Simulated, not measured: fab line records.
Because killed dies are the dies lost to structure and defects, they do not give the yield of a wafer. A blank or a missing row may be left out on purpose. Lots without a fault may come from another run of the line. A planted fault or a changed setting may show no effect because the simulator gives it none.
Which tool did it? | flow sky130 | route of 708 steps, sampled at 1 step: 12 lots, 36 wafers

## WHAT THE GAUGES SHOWED, per wafer
SKY_METAL1_CD_MEAS_15: target cd 140 nm.
lot  | measured     | on       | cdNm (nm)
L937 | day 32 09:46 | cdSem-01 | 139.5 138.8 139.6
L938 | day 33 11:04 | cdSem-01 | 139.7 138.4 138.9
L940 | day 35 10:02 | cdSem-02 | 140.5 140.0 141.4
L942 | day 35 19:41 | cdSem-01 | 140.9 141.6 140.6
L944 | day 36 02:31 | cdSem-02 | 138.0 139.5 139.6
L945 | day 36 05:44 | cdSem-01 | 139.4 139.5 139.4
L947 | day 36 07:36 | cdSem-01 | 139.3 141.4 140.6
L949 | day 37 09:13 | cdSem-01 | 136.9 137.5 138.0
L948 | day 37 12:05 | cdSem-02 | 139.1 139.8 140.7
L958 | day 39 16:09 | cdSem-01 | 139.1 138.5 139.4
L957 | day 39 20:22 | cdSem-01 | 142.1 141.1 140.2
L959 | day 40 00:02 | cdSem-01 | 136.6 135.4 135.2

## TOOL THAT RAN EACH LOT (tool first, then ch and the chambers of the sampled wafers, then the start)
No process step before these readings appears in the record.

## AS READ BY THE TOOLS THEMSELVES (means over the sampled wafers that have a number; for cases with no such wafer, the mark the record gives instead)
The record holds no such reading with a usual standard deviation.

## THE ANSWER, worked out from the rows above alone
Rule: the lots themselves supply what counts as usual. The widest of any qualifying gaps counts: lots, ordered by their means at a reading, are off when they make up no more than a third of the lots, leave a main group of 4 or more, and stand apart from it by 3 or more times the standard deviation of that group's means. The tables above print the reading to a certain number of digits; a main group whose means all agree to those digits is not used. A lot without any number at a reading at which 4 lots or more have one is off too. Any other lot the step has rows for is counted as sound. The gauges are gone through in route order, then the tools' own readings, and for those a lot's mean is taken as printed above. At the first step where some lot is off, the reading lying furthest off is the one used; lots without a number count as furthest.
None of the lots is off at any reading shown; this tells nothing.

## WHAT HAD BEEN PUT IN BY THE SIMULATOR
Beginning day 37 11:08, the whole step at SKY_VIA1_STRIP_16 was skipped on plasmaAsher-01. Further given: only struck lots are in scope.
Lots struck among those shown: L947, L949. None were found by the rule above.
